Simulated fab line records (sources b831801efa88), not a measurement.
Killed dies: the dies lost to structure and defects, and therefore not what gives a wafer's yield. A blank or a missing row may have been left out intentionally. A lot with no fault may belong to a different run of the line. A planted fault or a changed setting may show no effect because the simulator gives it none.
Commonality check across tools | flow sky130 | 42 wafers sampled across 14 lots

## WHY THIS WAS OPENED
Of 14 lots, 3 have the reading VT_ADJUST_NCORE_OVL flagged at SKY_VT_ADJUST_NCORE_OVL_MEAS_08. Wafers without a fault read 0.5 nm, standard deviation 1.5.
Rule: a lot is flagged in two cases, either no wafer of it has a number, or all its wafers with numbers fall more than 4 standard deviations from that mean. The other lots count as sound.

lot  | measured     | on         | VT_ADJUST_NCORE_OVL (nm), wafer by wafer | flag
L370 | day 8 15:40  | overlay-02 | 1.7 1.2 0.6                              | 
L372 | day 9 02:40  | overlay-01 | -2.1 -0.1 0.0                            | 
L374 | day 9 17:01  | overlay-01 | 0.0 0.6 1.3                              | 
L375 | day 10 00:13 | overlay-02 | 0.7 -0.7 -1.2                            | 
L376 | day 10 09:49 | overlay-02 | -1.2 -1.4 -0.9                           | 
L377 | day 10 14:32 | overlay-02 | -1.2 -1.0 1.1                            | 
L378 | day 10 19:08 | overlay-01 | 3.5 3.5 2.4                              | 
L379 | day 11 04:29 | overlay-01 | -2.3 -1.2 -1.1                           | 
L380 | day 11 13:31 | overlay-01 | 90.1 91.1 91.5                           | FLAGGED
L381 | day 11 20:31 | overlay-01 | 90.7 90.9 91.4                           | FLAGGED
L382 | day 12 02:25 | overlay-01 | 91.4 90.7 91.0                           | FLAGGED
L383 | day 12 14:44 | overlay-02 | 2.1 1.8 1.2                              | 
L388 | day 13 20:38 | overlay-01 | -0.5 -1.2 -1.0                           | 
L390 | day 14 09:25 | overlay-01 | 1.2 0.5 1.7                              | 
On average the flagged lots' numbers are 91.0 nm, which is +90.5 nm against the usual, or +60 standard deviations.

## TOOL THAT RAN EACH LOT
The record keeps 1 process step preceding the reading, out of 708 steps on the route. Cell contents, in order: the tool; ch with the chambers the sampled wafers went through; the start.
lot  | flag    | SKY_VT_ADJUST_NCORE_EXPOSE_04
L370 |         | ilineStepper-02 ch 0, day 8 05:36
L372 |         | ilineStepper-01 ch 0, day 8 16:34
L374 |         | ilineStepper-01 ch 0, day 9 06:40
L375 |         | ilineStepper-02 ch 0, day 9 13:39
L376 |         | ilineStepper-02 ch 0, day 9 22:13
L377 |         | ilineStepper-01 ch 0, day 10 02:58
L378 |         | ilineStepper-01 ch 0, day 10 08:26
L379 |         | ilineStepper-02 ch 0, day 10 17:18
L380 | FLAGGED | ilineStepper-01 ch 0, day 11 01:23
L381 | FLAGGED | ilineStepper-01 ch 0, day 11 08:49
L382 | FLAGGED | ilineStepper-01 ch 0, day 11 14:37
L383 |         | ilineStepper-02 ch 0, day 12 02:29
L388 |         | ilineStepper-02 ch 0, day 13 08:32
L390 |         | ilineStepper-02 ch 0, day 13 20:19
What is done by these steps:
- SKY_VT_ADJUST_NCORE_EXPOSE_04: exposes mask LVTN COMPLEMENT THIN, target cd 380 nm.
- SKY_VT_ADJUST_NCORE_OVL_MEAS_08

## FLAGGED OVER TOTAL, TOOL BY TOOL (the gauges that took the reading come last)
step                            | tool            | lots run | flagged | share of the flagged lots | sound lots run after its first flagged lot
SKY_VT_ADJUST_NCORE_EXPOSE_04   | ilineStepper-01 | 7        | 3       | all                       | 0
SKY_VT_ADJUST_NCORE_EXPOSE_04   | ilineStepper-02 | 7        | 0       | none                      | -
SKY_VT_ADJUST_NCORE_OVL_MEAS_08 | overlay-01      | 9        | 3       | all                       | 2 (L388,L390)
SKY_VT_ADJUST_NCORE_OVL_MEAS_08 | overlay-02      | 5        | 0       | none                      | -

## THE TABLE: WHAT IT ALLOWS
Table rows that saw every flagged lot: 2, namely ilineStepper-01 at SKY_VT_ADJUST_NCORE_EXPOSE_04 and overlay-01 at SKY_VT_ADJUST_NCORE_OVL_MEAS_08.
- ilineStepper-01 at SKY_VT_ADJUST_NCORE_EXPOSE_04 ran 7 lots, 3 of them flagged. It ran its last sound lot, L378, at day 10 08:26 and its first flagged lot, L380, at day 11 01:23: a fault with its onset between the two fits.
- overlay-01 at SKY_VT_ADJUST_NCORE_OVL_MEAS_08 ran 9 lots, 3 of them flagged. Sound lots followed the first flagged one (L388, L390) on it, something a lasting fault affecting the whole tool could not allow.
Left over: one tool, ilineStepper-01 at SKY_VT_ADJUST_NCORE_EXPOSE_04.

## WHAT THE SIMULATOR PUT IN
Scanner matching overlay: ilineStepper-01, from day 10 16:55 on, at SKY_VT_ADJUST_NCORE_EXPOSE_04. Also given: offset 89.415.
Shown lots that were struck: L380, L381, L382. Same finding as the rule above.
